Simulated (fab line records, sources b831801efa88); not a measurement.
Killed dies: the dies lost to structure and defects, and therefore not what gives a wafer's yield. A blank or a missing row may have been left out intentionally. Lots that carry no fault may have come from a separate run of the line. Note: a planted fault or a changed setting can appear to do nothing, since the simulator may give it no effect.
Which tool is to blame? :: flow gf180mcu :: Sampling: 11 lots, 33 wafers, 3 of 602 route steps

## WHAT THE GAUGES READ, wafer by wafer
GF_V4_RS_MEAS_24: measures by four-point-probe.
lot: L993
measured: day 24 16:30
on: film metro-01
V4_W_RS (ohm/sq): 0.3288 0.3333 0.3293

lot: L994
measured: day 24 18:58
on: film metro-01
V4_W_RS (ohm/sq): 0.3273 0.3289 0.3269

lot: L995
measured: day 25 06:48
on: film metro-02
V4_W_RS (ohm/sq): 0.3324 0.3330 0.3348

lot: L997
measured: day 25 18:39
on: film metro-02
V4_W_RS (ohm/sq): 0.3279 0.3296 0.3277

lot: L102
measured: day 27 14:41
on: film metro-01
V4_W_RS (ohm/sq): 0.9193 0.3295 0.3344

lot: L103
measured: day 27 20:35
on: film metro-01
V4_W_RS (ohm/sq): 0.3313 0.3340 0.3346

lot: L104
measured: day 28 06:38
on: film metro-02
V4_W_RS (ohm/sq): 0.8786 0.3284 0.9040

lot: L108
measured: day 29 10:28
on: film metro-03
V4_W_RS (ohm/sq): 0.3318 0.3324 0.3339

lot: L112
measured: day 30 07:59
on: film metro-03
V4_W_RS (ohm/sq): 0.3323 0.3287 0.3322

lot: L114
measured: day 30 21:53
on: film metro-01
V4_W_RS (ohm/sq): 0.3289 0.3312 0.3310

lot: L116
measured: day 31 09:14
on: film metro-03
V4_W_RS (ohm/sq): 0.3307 0.3328 0.3256

## WHAT TOOL EACH LOT RAN ON (gives the tool, then ch and the chambers of the sampled wafers, and finally the start)
lot: L993
GF_V4_SPUTTER_21: pvd sputter-04, day 24 16:15
GF_V4_CVD_23: cvd w-01 ch 0,1, day 24 16:23

lot: L994
GF_V4_SPUTTER_21: pvd sputter-03, day 24 18:45
GF_V4_CVD_23: cvd w-02 ch 0,1, day 24 18:51

lot: L995
GF_V4_SPUTTER_21: pvd sputter-04, day 25 06:35
GF_V4_CVD_23: cvd w-02 ch 0,1, day 25 06:41

lot: L997
GF_V4_SPUTTER_21: pvd sputter-01, day 25 18:25
GF_V4_CVD_23: cvd w-02 ch 0,1, day 25 18:31

lot: L102
GF_V4_SPUTTER_21: pvd sputter-01, day 27 14:28
GF_V4_CVD_23: cvd w-01 ch 0,1, day 27 14:34

lot: L103
GF_V4_SPUTTER_21: pvd sputter-01, day 27 20:19
GF_V4_CVD_23: cvd w-02 ch 0,1, day 27 20:26

lot: L104
GF_V4_SPUTTER_21: pvd sputter-04, day 28 06:26
GF_V4_CVD_23: cvd w-01 ch 0,1, day 28 06:32

lot: L108
GF_V4_SPUTTER_21: pvd sputter-04, day 29 10:13
GF_V4_CVD_23: cvd w-02 ch 0,1, day 29 10:21

lot: L112
GF_V4_SPUTTER_21: pvd sputter-01, day 30 07:46
GF_V4_CVD_23: cvd w-02 ch 0,1, day 30 07:52

lot: L114
GF_V4_SPUTTER_21: pvd sputter-04, day 30 21:40
GF_V4_CVD_23: cvd w-02 ch 0,1, day 30 21:46

lot: L116
GF_V4_SPUTTER_21: pvd sputter-01, day 31 09:01
GF_V4_CVD_23: cvd w-01 ch 0,1, day 31 09:07
- GF_V4_SPUTTER_21: material Ti, target thk 15 nm, time 80.02 s.
- GF_V4_CVD_23: deposits W, target thk 350 nm, time 104.9 s.

## THE ANSWER, worked out from the rows above alone
Rule: usual is defined by the lots themselves. Put in order of their means at a reading, lots are off if they are a third of the lots or fewer, leave a main group of 4 or more, and stand apart from it by a gap of 3 or more times the standard deviation of the main group's means; of several such gaps the widest counts. A main group is skipped when, at the precision printed for the reading in the tables above, its means are all equal. Also off: a lot with no number at a reading for which 4 or more lots have one. Any other lot the step has rows for is counted as sound.
Off: L102, L104, at GF_V4_RS_MEAS_24 (V4_W_RS). The main group has a mean of 0.3308 ohm/sq with a standard deviation of 0.0019.
A tool fits if, at a process step before that reading, it ran every lot that is off, and no sound lot after the first of them. The gauges at GF_V4_RS_MEAS_24 are tried like those tools. Not one of the candidates tried fits.

## WHAT THE SIMULATOR HAD INSERTED
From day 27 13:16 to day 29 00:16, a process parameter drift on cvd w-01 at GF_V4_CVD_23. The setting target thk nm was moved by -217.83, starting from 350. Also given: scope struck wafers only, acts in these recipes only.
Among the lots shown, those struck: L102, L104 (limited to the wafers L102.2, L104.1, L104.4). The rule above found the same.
